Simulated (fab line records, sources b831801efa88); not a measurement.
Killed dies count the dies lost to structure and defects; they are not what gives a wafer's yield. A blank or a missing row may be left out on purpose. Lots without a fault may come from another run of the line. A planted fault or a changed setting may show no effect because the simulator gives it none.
Which tool is to blame? || flow gf180mcu || 6 lots, 18 wafers sampled, at 2 steps of a route of 602

WHAT THE GAUGES SHOWED, per wafer
GF_POLY_GATE_THK_MEAS_01.
{"lot": "L877", "measured": "day 9 12:07", "on": "film metro-02", "POLY_GATE_CVD_00_THK (nm)": "201.6 200.2 199.3"}
{"lot": "L879", "measured": "day 10 00:40", "on": "film metro-01", "POLY_GATE_CVD_00_THK (nm)": "196.3 197.1 196.1"}
{"lot": "L881", "measured": "day 10 20:22", "on": "film metro-02", "POLY_GATE_CVD_00_THK (nm)": "172.3 172.4 172.5"}
{"lot": "L892", "measured": "day 13 12:40", "on": "film metro-01", "POLY_GATE_CVD_00_THK (nm)": "199.5 200.5 199.3"}
{"lot": "L895", "measured": "day 14 10:13", "on": "film metro-01", "POLY_GATE_CVD_00_THK (nm)": "199.3 197.5 196.7"}
{"lot": "L897", "measured": "day 15 03:24", "on": "film metro-02", "POLY_GATE_CVD_00_THK (nm)": "198.0 197.1 196.2"}

WHICH TOOL RAN EACH LOT (tool, then ch and the chambers of the sampled wafers, then the start)
{"lot": "L877", "GF_POLY_GATE_CVD_00": "lpcvd-01 ch 1, day 9 10:47"}
{"lot": "L879", "GF_POLY_GATE_CVD_00": "lpcvd-02 ch 0, day 9 23:20"}
{"lot": "L881", "GF_POLY_GATE_CVD_00": "lpcvd-02 ch 1, day 10 18:22"}
{"lot": "L892", "GF_POLY_GATE_CVD_00": "lpcvd-02 ch 0, day 13 11:19"}
{"lot": "L895", "GF_POLY_GATE_CVD_00": "lpcvd-01 ch 0, day 14 08:53"}
{"lot": "L897", "GF_POLY_GATE_CVD_00": "lpcvd-02 ch 1, day 15 02:04"}
- GF_POLY_GATE_CVD_00: deposits poly-Si, target thk 200 nm, time 1200 s.

THE ANSWER, worked out from the rows above alone
Rule: the usual values come from the lots themselves. Put in order of their means at a reading, lots are off if they are a third of the lots or fewer, leave a main group of 4 or more, and stand apart from it by a gap of 3 or more times the standard deviation of the main group's means; of several such gaps the widest counts. A main group whose means are all the same, to the digits that the tables above print for the reading, isn't used. Also off: a lot with no number at a reading for which 4 or more lots have one. All remaining lots with rows at the step are treated as sound.
Off: at GF_POLY_GATE_THK_MEAS_01 (POLY_GATE_CVD_00_THK), L881. Mean 198.3 nm and standard deviation 1.5 in the main group.
If a tool, at a process step before that reading, ran all the lots that are off and no sound lot after the first of them, it fits. The gauges at GF_POLY_GATE_THK_MEAS_01 are tried like those tools. Of those tried, none fits.

WHAT WAS PUT IN BY THE SIMULATOR
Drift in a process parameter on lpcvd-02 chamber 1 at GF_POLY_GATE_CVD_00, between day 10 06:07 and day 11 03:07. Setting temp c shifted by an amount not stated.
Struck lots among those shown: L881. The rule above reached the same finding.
